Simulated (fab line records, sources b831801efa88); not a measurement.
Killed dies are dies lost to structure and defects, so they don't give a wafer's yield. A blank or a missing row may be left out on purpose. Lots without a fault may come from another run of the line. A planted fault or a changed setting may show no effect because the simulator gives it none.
Chamber matching | flow sky130 | SKY_PASSIVATION_CVD_02 on pecvd-01: 3 sister chambers
The step deposits Si3N4, target thk 540 nm. 6 wafers are shown with their chamber, then 7 later ones without.

WAFERS WITH THEIR CHAMBER
wafer  | chamber | heater_power_w (W)
L186.2 | 1       | 607
L186.5 | 0       | 703
L196.3 | 1       | 651
L196.6 | 2       | 752
L198.1 | 0       | 742
L198.3 | 2       | 676

WAFERS WITHOUT THEIR CHAMBER
wafer  | heater_power_w (W)
L198.5 | 792
L201.1 | 793
L201.3 | 716
L201.4 | 794
L202.1 | 713
L202.3 | 738
L202.4 | 658

WHICH CHAMBER EACH WENT THROUGH
wafer  | from the rows above          | in truth
L198.5 | can't be placed: 0 or 2      | 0
L201.1 | can't be placed: 0 or 2      | 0
L201.3 | can't be placed: 2 or 0      | 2
L201.4 | can't be placed: 0 or 2      | 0
L202.1 | can't be placed: 2 or 0      | 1
L202.3 | can't be placed: 0 or 2      | 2
L202.4 | can't be placed: 1 or 2 or 0 | 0
Placed correctly: 0 of 7. Can't be placed from these rows: 7 (the true chamber is among the candidates in 6). Placed wrongly: 0.
How it was worked out, from the rows above alone: a wafer's distance from a chamber is the root of the sum, over the readings, of the square of ((its reading less the chamber's mean) divided by the reading's scatter). The wafer belongs to the nearest chamber; if the next one is less than 2 further off, it can't be placed. A chamber's mean is the mean of its shown wafers. The scatter: the root of (the sum of the squares of (reading less its chamber's mean) over the shown wafers, divided by (wafers less chambers)).
